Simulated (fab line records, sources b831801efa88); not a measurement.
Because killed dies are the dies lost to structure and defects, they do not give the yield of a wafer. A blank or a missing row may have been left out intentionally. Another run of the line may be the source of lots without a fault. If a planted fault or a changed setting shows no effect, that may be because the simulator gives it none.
A lot that was struck, set against a sound lot || flow gf180mcu || 16 steps out of a route of 602
Sound: these wafers, L478.2, L478.3, L478.4. Struck: wafer L491.6 (left out: L491.4, L491.5 of the same lot, which were not struck); the cause appears at the end.
Per side, at each step with rows, come the tool, then ch with its chambers, and then its first start. Under that, the readings that differ: sound wafers || struck wafers || difference of the means || sigmas: that difference in standard deviations of wafers without a fault.
alike: same words and numbers on both sides, and readings whose means sit less than 2 such deviations apart. not compared: any withheld reading, any reading some wafer has no value for, any bound like >300 that may hide the same value, and any number with overlapping values for which the record gives no deviation.
Wherever a step has rows on one side only, a row that says differs or no value, or a row with sigmas, the two part there. When numbers do not overlap yet have no deviation, they are printed without sigmas and do not part them. A reading that every wafer of one side lacks parts them only if that side has two wafers or more.

first, 3 steps without rows for these wafers: GF_M5_EXPOSE_04 (exposes mask Metal5, target cd 280 nm); GF_M5_PEB_05 (peb time 90 s); GF_M5_DEVELOP_06 (develop time 60 s).
GF_M5_CD_MEAS_07: the cd target is 280 nm.
  sound on cd_sem-02, day 28 06:22; struck on cd_sem-01, day 31 10:34
  alike: cd_nm
GF_M5_OVL_MEAS_08:
  sound on overlay-02, day 28 06:29; struck on overlay-02, day 31 10:38
  alike: M5_OVL
GF_M5_ETCH_09: etches Si3N4 in CF4/O2, target depth 52 nm, time 11.6 s.
  sound on rie_diel-04 ch 1,2,3, day 28 06:31; struck on rie_diel-04 ch 3, day 31 10:40
{"reading": "cf4_flow_sccm (sccm)", "sound": "79.79 79.91 80.10", "struck": 80.54, "difference": "+0.61", "sigmas": "+2"}
  alike: drypump_motor_current_A, oes_product_au, throttle_valve_pct
  not compared: rf_hours_counter_h
GF_M5_METAL_ETCH_10: etches the open film in Cl2/BCl3, stops on SiO2, target depth 750.8 nm, time 125.1 s.
  sound on rie_metal-04 ch 0, day 28 06:34; struck on rie_metal-03 ch 0, day 31 10:49
{"reading": "drypump_motor_current_A (A)", "sound": "5.37 5.38 5.40", "struck": 5.96, "difference": "+0.58", "sigmas": "+2"}
  alike: oes_product_au, throttle_valve_pct
  not compared: rf_hours_counter_h
GF_M5_STRIP_11: strips in O2/N2.
  sound on plasma_asher-01 ch 0,1, day 28 06:47; struck on plasma_asher-04 ch 0, day 31 10:59
  alike: drypump_motor_current_A, heater_power_w, oes_product_au, strip_time_to_endpoint_s
  not compared: rf_hours_counter_h
then, 3 steps without rows for these wafers: GF_M5_STRIP_12 (strips in post etch residue remover, time 1200 s); GF_M5_CLEAN_13 (cleans in DIW); GF_V5_CVD_00 (deposits SiO2, target thk 300 nm, time 50 s).
GF_V5_THK_MEAS_01:
  sound on film_metro-01, day 28 07:23; struck on film_metro-02, day 31 11:36
  alike: V5_CVD_00_THK
GF_V5_CVD_02: deposits SiO2 from TEOS, target thk 1450 nm, time 163.28 s.
  sound on pecvd-04 ch 1,2, day 28 07:26; struck on pecvd-04 ch 1, day 31 11:41
{"reading": "rf_fwd_power_W (W)", "sound": "597.9 600.2 593.6", "struck": 503.0, "difference": -94.2, "sigmas": -50}
{"reading": "model.SiO2_of_V5_CVD_02.thk_nm (nm)", "sound": "1449 1429 1451", "struck": 1372, "difference": -71, "sigmas": ""}
  alike: heater_power_w
GF_V5_THK_MEAS_03:
  sound on film_metro-02, day 28 07:33; struck on film_metro-03, day 31 11:46
{"reading": "V5_CVD_02_THK (nm)", "sound": "1449 1429 1453", "struck": 1371, "difference": -73, "sigmas": -4}
GF_V5_CMP_04: polishes SiO2.
  sound on cmp-02 ch 0,1,3, day 28 07:39; struck on cmp-01 ch 1, day 31 11:51
  alike: motor_current_A
then, 1 step without rows for these wafers: GF_PASSIVATION_PROBE_99.

## WHERE THEY PART
At GF_M5_ETCH_09 first; at GF_V5_THK_MEAS_03 last (within this record only). Later steps at which nothing parts them and some readings are alike: GF_V5_CMP_04.

WHY: whatever the simulator had introduced
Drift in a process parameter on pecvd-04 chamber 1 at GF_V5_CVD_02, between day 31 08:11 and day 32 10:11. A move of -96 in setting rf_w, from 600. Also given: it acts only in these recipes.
